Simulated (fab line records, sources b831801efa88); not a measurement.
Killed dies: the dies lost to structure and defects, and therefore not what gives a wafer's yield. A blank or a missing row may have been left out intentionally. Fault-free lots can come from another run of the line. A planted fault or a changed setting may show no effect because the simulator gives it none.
Comparing a struck lot with a sound one | flow sky130 | 14 steps out of a route of 708
Sound: wafers L804.3, L804.4, L804.6. Wafers struck: L810.2, L810.4, L810.5. The cause is named last.
At each step with rows: each side's tool, then ch and its chambers, then its first start. Under that, the readings that differ: sound wafers | struck wafers | difference of the means | sigmas: that difference in standard deviations of wafers without a fault.
alike: readings whose means differ by less than 2 such deviations, and words and numbers that are the same on both sides. not compared: withheld readings, readings that some wafer has no value for, bounds like >300 that may hide the same value, and numbers for which the record gives no deviation and whose values overlap.
A row with sigmas, a row that says differs or no value, or rows on one side alone: a step with any of these is where the two part. Numbers that have no deviation but don't overlap get no sigmas and don't part them. A reading missing from all wafers of one side parts the sides only when that side holds two or more wafers.

first, 5 steps without rows for these wafers: SKY_SONOS_TUNNEL_COAT_02 (resist thk 1140 nm); SKY_SONOS_TUNNEL_SOFTBAKE_03 (time 60 s); SKY_SONOS_TUNNEL_EXPOSE_04 (exposes mask TUNM, target cd 410 nm); SKY_SONOS_TUNNEL_PEB_05; SKY_SONOS_TUNNEL_DEVELOP_06 (develop time 60 s).
SKY_SONOS_TUNNEL_CD_MEAS_07: target cd 410 nm.
  sound on cd-sem-01, day 16 05:44; struck on cd-sem-01, day 18 00:17
  reading    | sound             | struck            | difference | sigmas
  cd-nm (nm) | 407.0 407.0 406.4 | 411.7 413.0 412.7 | +5.7       | +2
SKY_SONOS_TUNNEL_OVL_MEAS_08:
  sound on overlay-01, day 16 05:50; struck on overlay-01, day 18 00:23
  alike: SONOS_TUNNEL_OVL
then, 3 steps without rows for these wafers: SKY_SONOS_TUNNEL_IMPLANT_09; SKY_SONOS_TUNNEL_WET_ETCH_10 (etches SiO2 in dHF, target depth 14 nm, time 280 s); SKY_SONOS_TUNNEL_STRIP_11 (strips in SPM, time 600 s).
SKY_SONOS_TUNNEL_TW_MEAS_12:
  sound on film-metro-02, day 16 06:17; struck on film-metro-02, day 18 00:50
  alike: SONOS_TUNNEL_TW
then, 1 step without rows for these wafers: SKY_SONOS_TUNNEL_CLEAN_13 (cleans in dHF, time 20 s).
SKY_SONOS_ONO_OXIDATION_00: stabilise 600 s, purge 300 s, target thk 2.6 nm.
  struck on furnace-02, day 18 01:46; sound on furnace-01 ch 0, day 16 06:38
  no value came back on the struck wafers for ox-temp-c (C), ox-temp-c-max, spike-tc-lower-C (C), zone-power-upper-pct (%); on the sound wafers ox-temp-c (C) reads 799.8 800.0 800.3
then, 1 step without rows for these wafers: SKY_SONOS_ONO_CVD_02 (deposits Si3N4 from DCS/NH3, target thk 10.5 nm, time 180 s).

## WHERE THEY PART
Last at SKY_SONOS_ONO_OXIDATION_00 as far as this record goes, first at SKY_SONOS_TUNNEL_CD_MEAS_07.

WHY: the cause the simulator had injected
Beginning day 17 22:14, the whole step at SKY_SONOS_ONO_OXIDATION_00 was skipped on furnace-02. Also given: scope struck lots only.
